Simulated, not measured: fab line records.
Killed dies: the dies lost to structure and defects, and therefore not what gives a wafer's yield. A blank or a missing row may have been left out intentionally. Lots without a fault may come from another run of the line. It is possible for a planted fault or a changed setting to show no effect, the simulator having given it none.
Which of the tools did it? + flow sky130 + 24 lots with 72 wafers sampled at 5 steps, on a route of 708 steps

## WHAT THE GAUGES READ, wafer by wafer
SKY_VIA2_OVL_MEAS_13.
| lot  | measured     | on         | VIA2_OVL (nm) |
|------|--------------|------------|---------------|
| L076 | day 37 03:14 | overlay-01 | -1 -1 -8      |
| L075 | day 37 04:22 | overlay-02 | -13 -9 -8     |
| L074 | day 37 05:04 | overlay-01 | -4 -7 1       |
| L077 | day 37 05:26 | overlay-01 | -6 4 -5       |
| L078 | day 37 14:16 | overlay-02 | 5 -4 -8       |
| L079 | day 37 22:52 | overlay-02 | 1 -8 -1       |
| L080 | day 38 06:14 | overlay-02 | -2 -13 -4     |
| L081 | day 38 14:56 | overlay-01 | -6 -6 3       |
| L082 | day 39 01:08 | overlay-02 | -1 0 1        |
| L083 | day 39 06:34 | overlay-01 | -7 -10 -9     |
| L084 | day 39 14:22 | overlay-02 | -7 -14 -6     |
| L085 | day 39 15:37 | overlay-01 | 5 3 2         |
| L086 | day 40 02:46 | overlay-02 | -1 2 -2       |
| L087 | day 40 11:17 | overlay-01 | -1 -6 -3      |
| L088 | day 40 18:45 | overlay-01 | -11 -7 -13    |
| L089 | day 40 23:10 | overlay-01 | -10 -11 -4    |
| L090 | day 41 01:04 | overlay-01 | -1 2 -6       |
| L093 | day 42 17:44 | overlay-01 | 4 7 -2        |
| L094 | day 42 20:31 | overlay-02 | -3 -4 -2      |
| L091 | day 42 21:33 | overlay-01 | -6 -1 -6      |
| L095 | day 42 23:16 | overlay-01 | -9 -8 -10     |
| L092 | day 43 00:38 | overlay-02 | 3 -9 -8       |
| L096 | day 43 01:28 | overlay-02 | 1 2 2         |
| L097 | day 43 06:50 | overlay-02 | -4 -9 -2      |

SKY_CAPM_THK_MEAS_04: measures by xrf.
| lot  | measured     | on            | CAPM_TIN_THK (nm) |
|------|--------------|---------------|-------------------|
| L076 | day 37 05:09 | film_metro-01 | 202.8 206.0 203.8 |
| L075 | day 37 06:14 | film_metro-04 | 204.7 203.8 198.9 |
| L074 | day 37 06:59 | film_metro-01 | 198.1 201.0 203.5 |
| L077 | day 37 07:19 | film_metro-04 | 201.7 204.4 200.5 |
| L078 | day 37 16:08 | film_metro-04 | 202.9 200.4 205.0 |
| L079 | day 38 00:53 | film_metro-04 | 201.2 202.3 202.8 |
| L080 | day 38 08:07 | film_metro-01 | 202.3 206.7 203.9 |
| L081 | day 38 16:50 | film_metro-01 | 201.9 200.3 201.7 |
| L082 | day 39 03:02 | film_metro-03 | 198.9 203.5 200.6 |
| L083 | day 39 08:28 | film_metro-03 | 197.0 197.1 199.5 |
| L084 | day 39 16:16 | film_metro-01 | 203.2 203.6 205.1 |
| L085 | day 39 17:31 | film_metro-01 | 203.1 197.7 201.1 |
| L086 | day 40 04:38 | film_metro-04 | 198.2 201.6 201.8 |
| L087 | day 40 13:13 | film_metro-01 | 203.2 199.0 205.2 |
| L088 | day 40 20:38 | film_metro-03 | 202.5 198.9 201.4 |
| L089 | day 41 01:02 | film_metro-03 | 204.0 205.3 203.4 |
| L090 | day 41 02:58 | film_metro-01 | 205.8 201.7 204.8 |
| L093 | day 42 19:36 | film_metro-04 | 202.0 202.6 202.5 |
| L094 | day 42 22:23 | film_metro-04 | 200.1 199.7 199.0 |
| L091 | day 42 23:25 | film_metro-01 | 198.9 200.3 200.6 |
| L095 | day 43 01:11 | film_metro-01 | 198.4 201.5 200.1 |
| L092 | day 43 02:44 | film_metro-01 | 206.6 204.5 204.5 |
| L096 | day 43 03:25 | film_metro-03 | 204.7 202.9 206.6 |
| L097 | day 43 08:44 | film_metro-01 | 198.1 200.7 203.7 |

SKY_CAP2M_THK_MEAS_04: measures by xrf.
| lot  | measured     | on            | CAP2M_TIN_THK (nm) |
|------|--------------|---------------|--------------------|
| L076 | day 40 12:44 | film_metro-02 | 198 203 197        |
| L075 | day 40 13:28 | film_metro-04 | 200 199 204        |
| L074 | day 40 14:26 | film_metro-04 | 205 208 203        |
| L077 | day 40 15:08 | film_metro-04 | 204 198 202        |
| L078 | day 40 23:02 | film_metro-02 | 204 198 197        |
| L079 | day 41 08:04 | film_metro-01 | 197 200 198        |
| L080 | day 41 14:56 | film_metro-04 | 205 205 204        |
| L081 | day 41 23:36 | film_metro-02 | 198 204 201        |
| L082 | day 42 08:24 | film_metro-02 | 198 201 199        |
| L083 | day 42 14:40 | film_metro-04 | 201 203 200        |
| L084 | day 42 21:44 | film_metro-04 | 203 203 208        |
| L085 | day 42 22:01 | film_metro-02 | 202 205 205        |
| L086 | day 43 09:03 | film_metro-02 | 202 199 201        |
| L087 | day 43 16:58 | film_metro-01 | 205 203 204        |
| L088 | day 44 00:20 | film_metro-02 | 207 205 199        |
| L089 | day 44 04:05 | film_metro-02 | 203 202 203        |
| L090 | day 44 13:38 | film_metro-01 | 200 200 204        |
| L093 | day 45 17:32 | film_metro-01 | 200 200 198        |
| L094 | day 45 19:55 | film_metro-02 | 204 202 201        |
| L091 | day 45 19:59 | film_metro-04 | 202 201 203        |
| L095 | day 45 21:30 | film_metro-04 | 205 203 202        |
| L092 | day 45 22:50 | film_metro-01 | 198 202 197        |
| L096 | day 45 23:58 | film_metro-02 | 202 197 200        |
| L097 | day 46 03:37 | film_metro-02 | 201 200 204        |

## TOOL THAT RAN EACH LOT (tool first, then ch and the chambers of the sampled wafers, then the start)
| lot  | SKY_METAL4_SPUTTER_01        | SKY_METAL4_SPUTTER_04        |
|------|------------------------------|------------------------------|
| L076 | pvd_sputter-02, day 40 12:16 | pvd_sputter-02, day 40 12:21 |
| L075 | pvd_sputter-02, day 40 13:01 | pvd_sputter-02, day 40 13:06 |
| L074 | pvd_sputter-03, day 40 13:59 | pvd_sputter-03, day 40 14:04 |
| L077 | pvd_sputter-03, day 40 14:40 | pvd_sputter-03, day 40 14:45 |
| L078 | pvd_sputter-01, day 40 22:35 | pvd_sputter-01, day 40 22:41 |
| L079 | pvd_sputter-03, day 41 07:37 | pvd_sputter-03, day 41 07:42 |
| L080 | pvd_sputter-02, day 41 14:28 | pvd_sputter-02, day 41 14:33 |
| L081 | pvd_sputter-01, day 41 23:10 | pvd_sputter-01, day 41 23:14 |
| L082 | pvd_sputter-03, day 42 07:57 | pvd_sputter-03, day 42 08:02 |
| L083 | pvd_sputter-01, day 42 14:11 | pvd_sputter-01, day 42 14:16 |
| L084 | pvd_sputter-02, day 42 21:17 | pvd_sputter-02, day 42 21:22 |
| L085 | pvd_sputter-03, day 42 21:34 | pvd_sputter-03, day 42 21:39 |
| L086 | pvd_sputter-01, day 43 08:36 | pvd_sputter-01, day 43 08:41 |
| L087 | pvd_sputter-02, day 43 16:31 | pvd_sputter-02, day 43 16:36 |
| L088 | pvd_sputter-01, day 43 23:52 | pvd_sputter-01, day 43 23:58 |
| L089 | pvd_sputter-03, day 44 03:39 | pvd_sputter-03, day 44 03:44 |
| L090 | pvd_sputter-02, day 44 13:11 | pvd_sputter-02, day 44 13:16 |
| L093 | pvd_sputter-02, day 45 17:05 | pvd_sputter-02, day 45 17:10 |
| L094 | pvd_sputter-01, day 45 19:28 | pvd_sputter-01, day 45 19:33 |
| L091 | pvd_sputter-02, day 45 19:33 | pvd_sputter-02, day 45 19:38 |
| L095 | pvd_sputter-02, day 45 21:03 | pvd_sputter-02, day 45 21:08 |
| L092 | pvd_sputter-01, day 45 22:23 | pvd_sputter-01, day 45 22:28 |
| L096 | pvd_sputter-01, day 45 23:31 | pvd_sputter-01, day 45 23:36 |
| L097 | pvd_sputter-03, day 46 03:10 | pvd_sputter-03, day 46 03:15 |
- SKY_METAL4_SPUTTER_01: material TiN, target thk 20 nm, time 16.7 s.
- SKY_METAL4_SPUTTER_04: material TiN, target thk 70 nm, time 58.3 s.

## WHAT THE TOOLS THEMSELVES READ (means of the sampled wafers that have a number; where no wafer has one, the mark that the record gives instead)
SKY_METAL4_SPUTTER_01.
| lot  | tool           | throttle_valve_pct (%) |
|------|----------------|------------------------|
| L076 | pvd_sputter-02 | 30.7                   |
| L075 | pvd_sputter-02 | 30.1                   |
| L074 | pvd_sputter-03 | 30.1                   |
| L077 | pvd_sputter-03 | 29.7                   |
| L078 | pvd_sputter-01 | 31.7                   |
| L079 | pvd_sputter-03 | 30.0                   |
| L080 | pvd_sputter-02 | 30.6                   |
| L081 | pvd_sputter-01 | 33.1                   |
| L082 | pvd_sputter-03 | 30.0                   |
| L083 | pvd_sputter-01 | 32.6                   |
| L084 | pvd_sputter-02 | 30.6                   |
| L085 | pvd_sputter-03 | 30.0                   |
| L086 | pvd_sputter-01 | 31.4                   |
| L087 | pvd_sputter-02 | 30.8                   |
| L088 | pvd_sputter-01 | 32.0                   |
| L089 | pvd_sputter-03 | 29.7                   |
| L090 | pvd_sputter-02 | 30.7                   |
| L093 | pvd_sputter-02 | 30.3                   |
| L094 | pvd_sputter-01 | 31.3                   |
| L091 | pvd_sputter-02 | 30.4                   |
| L095 | pvd_sputter-02 | 30.9                   |
| L092 | pvd_sputter-01 | 30.0                   |
| L096 | pvd_sputter-01 | 32.7                   |
| L097 | pvd_sputter-03 | 30.2                   |

SKY_METAL4_SPUTTER_04.
| lot  | tool           | throttle_valve_pct (%) |
|------|----------------|------------------------|
| L076 | pvd_sputter-02 | 30.7                   |
| L075 | pvd_sputter-02 | 30.3                   |
| L074 | pvd_sputter-03 | 30.0                   |
| L077 | pvd_sputter-03 | 29.8                   |
| L078 | pvd_sputter-01 | 31.9                   |
| L079 | pvd_sputter-03 | 29.9                   |
| L080 | pvd_sputter-02 | 30.7                   |
| L081 | pvd_sputter-01 | 33.3                   |
| L082 | pvd_sputter-03 | 29.9                   |
| L083 | pvd_sputter-01 | 32.6                   |
| L084 | pvd_sputter-02 | 30.5                   |
| L085 | pvd_sputter-03 | 30.1                   |
| L086 | pvd_sputter-01 | 31.3                   |
| L087 | pvd_sputter-02 | 30.8                   |
| L088 | pvd_sputter-01 | 31.8                   |
| L089 | pvd_sputter-03 | 29.9                   |
| L090 | pvd_sputter-02 | 30.7                   |
| L093 | pvd_sputter-02 | 30.3                   |
| L094 | pvd_sputter-01 | 31.4                   |
| L091 | pvd_sputter-02 | 30.3                   |
| L095 | pvd_sputter-02 | 30.8                   |
| L092 | pvd_sputter-01 | 30.2                   |
| L096 | pvd_sputter-01 | 32.7                   |
| L097 | pvd_sputter-03 | 30.1                   |

## THE ANSWER, worked out from the rows above alone
Rule: the usual values come from the lots themselves. Put in order of their means at a reading, lots are off if they are a third of the lots or fewer, leave a main group of 4 or more, and stand apart from it by a gap of 3 or more times the standard deviation of the main group's means; of several such gaps the widest counts. The tables above print the reading to a certain number of digits; a main group whose means all agree to those digits is not used. A lot without any number at a reading at which 4 lots or more have one is off too. The other lots that the step has rows for count as sound. After the gauges, taken in route order, come the tools' own readings; for these a lot's mean is taken, as printed above. At the first step where some lot is off, the reading lying furthest off is the one used; lots without a number count as furthest.
No lot is off at any reading shown: from this, nothing can be told.

## WHAT THE SIMULATOR PUT IN
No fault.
